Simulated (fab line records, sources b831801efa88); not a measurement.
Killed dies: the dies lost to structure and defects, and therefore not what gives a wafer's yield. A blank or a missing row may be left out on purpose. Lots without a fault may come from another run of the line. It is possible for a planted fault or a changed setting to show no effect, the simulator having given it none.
Split-lot experiment + flow sky130 + 5 lots, 23 wafers read, on a route of 708 steps

## THE SPLIT ITSELF
At SKY_NWELL_IMPLANT_11, the setting dose cm2 was moved away from the recipe's 1.9e+13 on 5 of the 23 wafers read, by -3.3% to +2.8%. For the rest of the wafers, this setting stayed at what the recipe calls for.

## FROM THE SPLIT TO THE READING: what the file shows between them, 4 steps
- SKY_NWELL_IMPLANT_24 (also split here: dose cm2)
- SKY_NWELL_STRIP_25: strips in O2/N2
- SKY_NWELL_CLEAN_27: cleans in SC1/SC2, time 150 s
- SKY_NWELL_RTA_28: time 30 s

## THE READING
At SKY_NWELL_RS_MEAS_29, a four-point-probe measurement gives NWELL_RS in ohm/sq. A value of 625.2 ohm/sq with a standard deviation of 2.2 ohm/sq is what fault-free wafers of this fab line usually give.

| wafer  | tool, chamber at the split | dose cm2 as run | against the recipe | NWELL_RS, ohm/sq | against lot-mates on the recipe |
|--------|----------------------------|-----------------|--------------------|------------------|---------------------------------|
| L074.1 | implanter-04, 0            | 1.9e+13         | recipe             | 626.0            | -                               |
| L074.2 | implanter-04, 0            | 1.953e+13       | +2.8%              | 616.0            | -9.4                            |
| L074.4 | implanter-04, 0            | 1.9e+13         | recipe             | 624.9            | -                               |
| L074.5 | implanter-04, 0            | 1.953e+13       | +2.8%              | 614.3            | -11.1                           |
| L074.6 | implanter-04, 0            | 1.9e+13         | recipe             | 625.2            | -                               |
| L076.1 | implanter-02, 0            | 1.9e+13         | recipe             | 621.2            | -                               |
| L076.2 | implanter-02, 0            | 1.9e+13         | recipe             | 623.3            | -                               |
| L076.3 | implanter-02, 0            | 1.9e+13         | recipe             | 622.8            | -                               |
| L076.4 | implanter-02, 0            | 1.9e+13         | recipe             | 623.7            | -                               |
| L076.5 | implanter-02, 0            | 1.9e+13         | recipe             | 621.8            | -                               |
| L080.1 | implanter-04, 0            | 1.9e+13         | recipe             | 626.7            | -                               |
| L080.2 | implanter-04, 0            | 1.9e+13         | recipe             | 626.5            | -                               |
| L080.3 | implanter-04, 0            | 1.9e+13         | recipe             | 626.0            | -                               |
| L083.1 | implanter-03, 0            | 1.9e+13         | recipe             | 626.7            | -                               |
| L083.2 | implanter-03, 0            | 1.9e+13         | recipe             | 627.7            | -                               |
| L083.3 | implanter-03, 0            | 1.9e+13         | recipe             | 629.0            | -                               |
| L083.4 | implanter-03, 0            | 1.9e+13         | recipe             | 630.6            | -                               |
| L083.6 | implanter-03, 0            | 1.9e+13         | recipe             | 628.4            | -                               |
| L085.1 | implanter-02, 0            | 1.838e+13       | -3.3%              | 633.9            | +10.1                           |
| L085.2 | implanter-02, 0            | 1.9e+13         | recipe             | 624.1            | -                               |
| L085.3 | implanter-02, 0            | 1.9e+13         | recipe             | 623.4            | -                               |
| L085.4 | implanter-02, 0            | 1.838e+13       | -3.3%              | 635.4            | +11.6                           |
| L085.5 | implanter-02, 0            | 1.838e+13       | -3.3%              | 635.0            | +11.2                           |

THE FIT
A straight line over all 23 wafers: NWELL_RS changes by -3.15 ohm/sq for each +1% of dose cm2; r = -0.89; the points scatter about the line by 2.4 ohm/sq.
The same after taking each lot's own level away (the mean of its wafers on the recipe; 23 wafers): -3.48 ohm/sq for each +1%; r = -0.98; scatter 0.91 ohm/sq.
That fit puts the effect of the largest move of dose cm2 on the reading at 11 ohm/sq.
Measured against the standard deviation above, the lots' own levels, which go from 622.56 to 628.48 ohm/sq, span 2.7 times it.
The two slopes are in agreement: the lot-to-lot level therefore moves the slope only a little.
Check: for one of the wafers moved furthest among these (-3.3%), held out of the fit, the line's prediction against its lot-mates is +11.6 ohm/sq. Against them it came out at +10.1 ohm/sq.

## ADDITIONAL SPLITS CARRIED BY THESE WAFERS
Note: prior to the reading, these wafers also went through further splits. Each is held against what the fit with the lots' levels taken away leaves over:
| other split on the same wafers    | wafers away from the commonest value | r with NWELL_RS (lot level and that fit taken away) |
|-----------------------------------|--------------------------------------|-----------------------------------------------------|
| SKY_FIELD_ISO_OXIDATION_01 temp c | 18                                   | +0.07                                               |
| SKY_FIELD_ISO_EXPOSE_10 dose mj   | 5                                    | -0.08                                               |
| SKY_DNWELL_COAT_02 resist thk nm  | 5                                    | -0.07                                               |
| SKY_NWELL_IMPLANT_24 dose cm2     | 8                                    | +0.14                                               |

## FILE'S OWN FIT
NWELL_RS changes by -3.51 ohm/sq for each +1% of dose cm2, r = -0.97.
